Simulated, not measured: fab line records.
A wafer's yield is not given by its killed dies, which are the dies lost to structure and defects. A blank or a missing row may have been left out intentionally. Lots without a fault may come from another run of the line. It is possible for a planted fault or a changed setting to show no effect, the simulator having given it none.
The tool behind it: which one? + flow sky130 + 36 wafers from 12 lots sampled at 3 of the route's 708 steps

== WHAT THE GAUGES READ, wafer by wafer ==
SKY_SD_N_CD_MEAS_07 targets a cd of 380 nm. Usual: 379.2 nm for cd-nm, sd 2.7.
| lot  | measured     | on        | cd-nm (nm)        | flag |
|------|--------------|-----------|-------------------|------|
| L548 | day 27 20:25 | cd-sem-01 | 379.5 378.5 381.4 |      |
| L549 | day 27 22:28 | cd-sem-01 | 376.2 377.1 380.8 |      |
| L550 | day 29 01:53 | cd-sem-01 | 379.3 379.9 377.1 |      |
| L553 | day 29 15:10 | cd-sem-02 | 377.1 375.6 376.7 |      |
| L554 | day 29 22:35 | cd-sem-01 | 374.2 373.5 375.3 |      |
| L555 | day 30 12:23 | cd-sem-01 | 376.8 381.4 378.9 |      |
| L556 | day 30 15:31 | cd-sem-01 | 380.9 381.5 380.6 |      |
| L557 | day 31 04:40 | cd-sem-01 | 382.7 381.9 382.3 |      |
| L563 | day 33 11:20 | cd-sem-01 | 376.6 376.9 377.6 |      |
| L564 | day 33 11:39 | cd-sem-01 | 377.7 377.9 376.6 |      |
| L570 | day 36 01:32 | cd-sem-01 | 376.9 377.4 379.3 |      |
| L571 | day 36 01:59 | cd-sem-02 | 379.1 378.9 379.8 |      |

SKY_LI_CONTACT_CD_MEAS_12 targets a cd of 170 nm. Usual: 170.9 nm for cd-nm, sd 1.3.
| lot  | measured     | on        | cd-nm (nm)        | flag |
|------|--------------|-----------|-------------------|------|
| L548 | day 29 02:37 | cd-sem-01 | 169.5 169.9 170.3 |      |
| L549 | day 29 04:36 | cd-sem-01 | 170.1 171.1 170.7 |      |
| L550 | day 30 08:32 | cd-sem-02 | 168.7 169.0 170.0 |      |
| L553 | day 30 21:25 | cd-sem-01 | 172.8 172.0 172.9 |      |
| L554 | day 31 05:02 | cd-sem-02 | 171.6 170.4 170.7 |      |
| L555 | day 31 18:10 | cd-sem-01 | 170.2 169.7 171.0 |      |
| L556 | day 31 20:41 | cd-sem-02 | 169.3 170.2 170.2 |      |
| L557 | day 32 10:43 | cd-sem-02 | 170.6 169.9 169.0 |      |
| L563 | day 34 15:26 | cd-sem-02 | 171.1 171.6 171.1 |      |
| L564 | day 34 15:29 | cd-sem-01 | 163.6 165.4 166.6 | OFF  |
| L570 | day 37 05:16 | cd-sem-01 | 171.6 172.3 172.9 |      |
| L571 | day 37 06:17 | cd-sem-02 | 169.7 171.0 170.1 |      |

== WHICH TOOL RAN EACH LOT (tool, then ch and the chambers of the sampled wafers, then the start) ==
| lot  | SKY_LI_CONTACT_EXPOSE_09          |
|------|-----------------------------------|
| L548 | krf-scanner-02 ch 0, day 28 12:13 |
| L549 | krf-scanner-02 ch 0, day 28 14:38 |
| L550 | krf-scanner-01 ch 0, day 29 17:56 |
| L553 | krf-scanner-01 ch 0, day 30 08:13 |
| L554 | krf-scanner-01 ch 0, day 30 14:41 |
| L555 | krf-scanner-01 ch 0, day 31 04:37 |
| L556 | krf-scanner-01 ch 0, day 31 07:27 |
| L557 | krf-scanner-02 ch 0, day 31 20:28 |
| L563 | krf-scanner-01 ch 0, day 34 02:22 |
| L564 | krf-scanner-02 ch 0, day 34 02:38 |
| L570 | krf-scanner-01 ch 0, day 36 16:16 |
| L571 | krf-scanner-01 ch 0, day 36 16:56 |
- SKY_LI_CONTACT_EXPOSE_09: exposes mask LICM1, target cd 170 nm.

== WHAT THE TOOLS THEMSELVES READ (means of the sampled wafers that have a number; where no wafer has one, the mark that the record gives instead) ==
SKY_LI_CONTACT_EXPOSE_09. Usual: 23.04 C for reticle-temp-C, sd 0.1.
| lot  | tool           | reticle-temp-C (C) | flag |
|------|----------------|--------------------|------|
| L548 | krf-scanner-02 | 23.01              |      |
| L549 | krf-scanner-02 | 23.06              |      |
| L550 | krf-scanner-01 | 23.06              |      |
| L553 | krf-scanner-01 | 23.05              |      |
| L554 | krf-scanner-01 | 23.06              |      |
| L555 | krf-scanner-01 | 22.97              |      |
| L556 | krf-scanner-01 | 23.07              |      |
| L557 | krf-scanner-02 | 22.96              |      |
| L563 | krf-scanner-01 | 23.00              |      |
| L564 | krf-scanner-02 | 22.92              |      |
| L570 | krf-scanner-01 | 23.13              |      |
| L571 | krf-scanner-01 | 22.95              |      |

== THE ANSWER, worked out from the rows above alone ==
Rule: lot off if the mean of its wafers having a number is beyond 3 standard deviations from the usual mean. A lot without any number at a reading at which 4 lots or more have one is off too. Any other lot the step has rows for is counted as sound. After the gauges, taken in route order, come the tools' own readings; for these a lot's mean is taken, as printed above. The first step at which some lot is off is used, and at that step the reading that is off furthest; a lot without a number counts as furthest.
Off at SKY_LI_CONTACT_CD_MEAS_12 (cd-nm): L564.
If a tool, at a process step before that reading, ran all the lots that are off and no sound lot after the first of them, it fits. The gauges at SKY_LI_CONTACT_CD_MEAS_12 are tried like those tools. One fits: SKY_LI_CONTACT_EXPOSE_09 on krf-scanner-02. A fault onset in the window from L557 (day 31 20:28, its last sound lot) to L564 (day 34 02:38, its first lot off) fits.

== WHAT WAS PUT IN BY THE SIMULATOR ==
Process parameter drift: krf-scanner-02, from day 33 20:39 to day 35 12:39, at SKY_LI_CONTACT_EXPOSE_09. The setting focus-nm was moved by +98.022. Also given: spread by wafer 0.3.
Shown lots that were struck: L564. Same finding as the rule above.
